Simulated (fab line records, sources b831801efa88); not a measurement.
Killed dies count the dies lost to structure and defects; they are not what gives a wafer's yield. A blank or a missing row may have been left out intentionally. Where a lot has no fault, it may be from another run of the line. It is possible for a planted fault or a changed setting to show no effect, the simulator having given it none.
Comparing a struck lot with a sound one || flow sfqLine || 42 out of 325 route steps
Sound: these wafers, L583.1, L583.2, L583.5. Struck: wafer L589.6. (L589.4, L589.5 of the same lot were not struck and are left out.) The cause comes at the end.
At each step with rows: each side's tool, then ch and its chambers, then its first start. Under that, the readings that differ: sound wafers || struck wafers || difference of the means || sigmas: that difference in standard deviations of wafers without a fault.
alike: readings with means less than 2 such deviations apart, plus words and numbers identical on both sides. not compared: withheld readings, readings lacking a value on some wafer, bounds such as >300 that could conceal the same value, and numbers that have no deviation in the record and whose values overlap.
The two part at a step that has a row with sigmas, a row that says differs or no value, or rows on one side only. Numbers that don't overlap but have no deviation are shown without sigmas and don't part them. Lack of a reading on every wafer of one side parts them only where that side has two or more wafers.

first, 6 steps without rows for these wafers: SFQ_TRILAYER_M2_LITHO_COAT_062 (resist thk 62 nm); SFQ_TRILAYER_M2_LITHO_COAT_057 (resist thk 600 nm); SFQ_TRILAYER_M2_LITHO_SOFTBAKE_061; SFQ_TRILAYER_M2_LITHO_EXPOSE_058 (exposes mask M2, target cd 500 nm); SFQ_TRILAYER_M2_LITHO_PEB_060 (peb time 60 s); SFQ_TRILAYER_M2_LITHO_DEVELOP_059 (time 60 s).
SFQ_M2_OVL_MEAS_916:
  sound: overlay-02 at day 25 01:41; struck: overlay-02 at day 25 08:54
{"reading": "M2_OVL (nm)", "sound": "-4 7 2", "struck": -11, "difference": -13, "sigmas": -2}
then, 4 steps without rows for these wafers: SFQ_TRILAYER_M2_BARC_OPEN_METAL_ETCH_077 (etches BARC in O2, target depth 125 nm, time 41.7 s); SFQ_TRILAYER_M2_ETCH_METAL_ETCH_060 (etches Nb in Cl2/Ar, stops on SiO2, target depth 240 nm, time 120 s); SFQ_TRILAYER_M2_STRIP_STRIP_061 (strips in O2); SFQ_TRILAYER_M2_STRIP_SOLV_CLEAN_062 (cleans in NMP, time 600 s).
SFQ_TRILAYER_I2_DEP_PECVD_063: deposits SiO2 from SiH4/N2O, time 111.11 s, target thk 500 nm.
  sound on pecvd-02 ch 0,2, day 25 02:41; struck on pecvd-01 ch 2, day 25 09:55
  alike: heaterPowerW, showerheadVppV, throttleValvePct
SFQ_TRILAYER_I2_CMP_CMP_064: polishes SiO2.
  sound on cmp-01 ch 1,2, day 26 08:12; struck on cmp-01 ch 3, day 26 22:09
{"reading": "timeToEndpointS (s)", "sound": "210 209 214", "struck": 286, "difference": "+75", "sigmas": "+12"}
{"reading": "model.SiO2_of_TRILAYER_I2_DEP_PECVD_063.thkNm (nm)", "sound": "200.8 201.2 201.8", "struck": 307.1, "difference": "+105.8", "sigmas": ""}
  alike: edgeZonePressureFrac, motorCurrentA, retainingRingPressureFrac
SFQ_I2_BOW_MEAS_917:
  sound: filmMetro-02 at day 26 11:12; struck: filmMetro-02 at day 26 23:43
  alike: I2_BOW
SFQ_TRILAYER_I2_METRO_MEASURE_065:
  sound: filmMetro-02 at day 26 11:19; struck: filmMetro-02 at day 27 00:22
{"reading": "thkNm (nm)", "sound": "200.8 201.1 201.7", "struck": 307.3, "difference": "+106.1", "sigmas": "+99 or more"}
then, 6 steps without rows for these wafers: SFQ_TRILAYER_I2_VIA_LITHO_COAT_072 (resist thk 62 nm); SFQ_TRILAYER_I2_VIA_LITHO_COAT_067 (resist thk 650 nm); SFQ_TRILAYER_I2_VIA_LITHO_SOFTBAKE_071; SFQ_TRILAYER_I2_VIA_LITHO_EXPOSE_068 (exposes mask I2, target cd 500 nm); SFQ_TRILAYER_I2_VIA_LITHO_PEB_070 (peb time 60 s); SFQ_TRILAYER_I2_VIA_LITHO_DEVELOP_069 (time 60 s).
-- the record jumps here: 6 days lie between the struck wafers' starts before and after --
SFQ_I2_OVL_MEAS_918:
  sound: overlay-01 at day 32 02:32; struck: overlay-02 at day 32 16:58
  alike: I2_OVL
then, 1 step without rows for these wafers: SFQ_TRILAYER_I2_VIA_BARC_OPEN_VIA_ETCH_096 (etches BARC in O2, target depth 125 nm, time 41.7 s).
SFQ_TRILAYER_I2_VIA_ETCH_VIA_ETCH_070: etches SiO2 in CHF3, stops on Nb, target depth 260 nm.
  sound on rieDiel-02 ch 0,3, day 32 02:37; struck on rieDiel-01 ch 0, day 32 17:01
{"reading": "oesProductAu (a.u.)", "sound": "0.862 0.859 0.854", "struck": 0.997, "difference": "+0.139", "sigmas": "+27"}
{"reading": "model.I2.featureDepthNm (nm)", "sound": "200.8 201.2 201.8", "struck": 258.4, "difference": "+57.1", "sigmas": ""}
{"reading": "model.etch.depthNm (nm)", "sound": "200.8 201.2 201.8", "struck": 258.4, "difference": "+57.1", "sigmas": ""}
  alike: drypumpMotorCurrentA
then, 2 steps without rows for these wafers: SFQ_TRILAYER_I2_VIA_STRIP_STRIP_071 (strips in O2); SFQ_TRILAYER_I2_VIA_STRIP_SOLV_CLEAN_072 (cleans in NMP, time 600 s).
SFQ_TRILAYER_M3_DEP_PRE_CLEAN_074: time 22.5 s.
  sound: pvdSputter-03 at day 32 03:30; struck: pvdSputter-04 at day 32 17:54
{"reading": "model.SiO2_of_TRILAYER_I2_DEP_PECVD_063.thkNm (nm)", "sound": "193.3 193.7 194.3", "struck": 299.6, "difference": "+105.8", "sigmas": ""}
then, 1 step without rows for these wafers: SFQ_TRILAYER_M3_DEP_SPUTTER_073 (material Nb, target thk 200 nm, time 133.3 s).
SFQ_M3_RS_MEAS_919: a four-point-probe measurement.
  sound: filmMetro-01 at day 32 03:37; struck: filmMetro-03 at day 32 18:05
  alike: M3_NB_RS
then, 6 steps without rows for these wafers: SFQ_TRILAYER_M3_LITHO_COAT_080 (resist thk 62 nm); SFQ_TRILAYER_M3_LITHO_COAT_075 (resist thk 600 nm); SFQ_TRILAYER_M3_LITHO_SOFTBAKE_079; SFQ_TRILAYER_M3_LITHO_EXPOSE_076 (exposes mask M3, target cd 500 nm); SFQ_TRILAYER_M3_LITHO_PEB_078 (peb time 60 s); SFQ_TRILAYER_M3_LITHO_DEVELOP_077 (time 60 s).
-- the record jumps here: 6 days lie between the struck wafers' starts before and after --
SFQ_M3_OVL_MEAS_921:
  sound: overlay-02 at day 38 08:03; struck: overlay-02 at day 38 23:40
  alike: M3_OVL
SFQ_TRILAYER_M3_BARC_OPEN_METAL_ETCH_100: etches BARC in O2, target depth 125 nm, time 41.7 s.
  sound on rieMetal-02 ch 0,1, day 38 08:05; struck on rieMetal-04 ch 1, day 38 23:42
  alike: drypumpMotorCurrentA, oesProductAu
  not compared: rfHoursCounterH
SFQ_TRILAYER_M3_ETCH_METAL_ETCH_078: etches Nb in Cl2/Ar, stops on SiO2, target depth 240 nm, time 120 s.
  sound on rieMetal-02 ch 0,1, day 38 08:08; struck on rieMetal-04 ch 1, day 38 23:47
  alike: drypumpMotorCurrentA, oesProductAu
  not compared: rfHoursCounterH
SFQ_TRILAYER_M3_STRIP_STRIP_079: strips in O2.
  sound on rieMetal-02 ch 0,1, day 38 08:16; struck on rieMetal-04 ch 1, day 39 00:04
  alike: drypumpMotorCurrentA, oesProductAu
  not compared: rfHoursCounterH
then, 1 step without rows for these wafers: SFQ_TRILAYER_M3_STRIP_SOLV_CLEAN_080 (cleans in NMP, time 600 s).
SFQ_TRILAYER_I3_DEP_PECVD_081: deposits SiO2 from SiH4/N2O, time 111.11 s, target thk 500 nm.
  sound on pecvd-03 ch 0,1,2, day 38 09:02; struck on pecvd-04 ch 2, day 39 00:41
{"reading": "heaterPowerW (W)", "sound": "82 126 98", "struck": 147, "difference": "+45", "sigmas": "+2"}
  alike: showerheadVppV, throttleValvePct
-- the record jumps here: 47 days lie between the struck wafers' starts before and after --
SFQ_M8_BOW_MEAS_951:
  sound: filmMetro-02 at day 85 17:47; struck: filmMetro-04 at day 86 10:51
{"reading": "model.etest.i2.linkOhm", "sound": "1.975 1.963 1.978", "struck": 1e+06, "difference": "+1e+06", "sigmas": ""}
  alike: M8_BOW

## WHERE THEY PART
First at SFQ_M2_OVL_MEAS_916; last, within this record, at SFQ_TRILAYER_I3_DEP_PECVD_081. Later steps at which nothing parts them and some readings are alike: SFQ_M8_BOW_MEAS_951.

WHY: what the simulator had put in
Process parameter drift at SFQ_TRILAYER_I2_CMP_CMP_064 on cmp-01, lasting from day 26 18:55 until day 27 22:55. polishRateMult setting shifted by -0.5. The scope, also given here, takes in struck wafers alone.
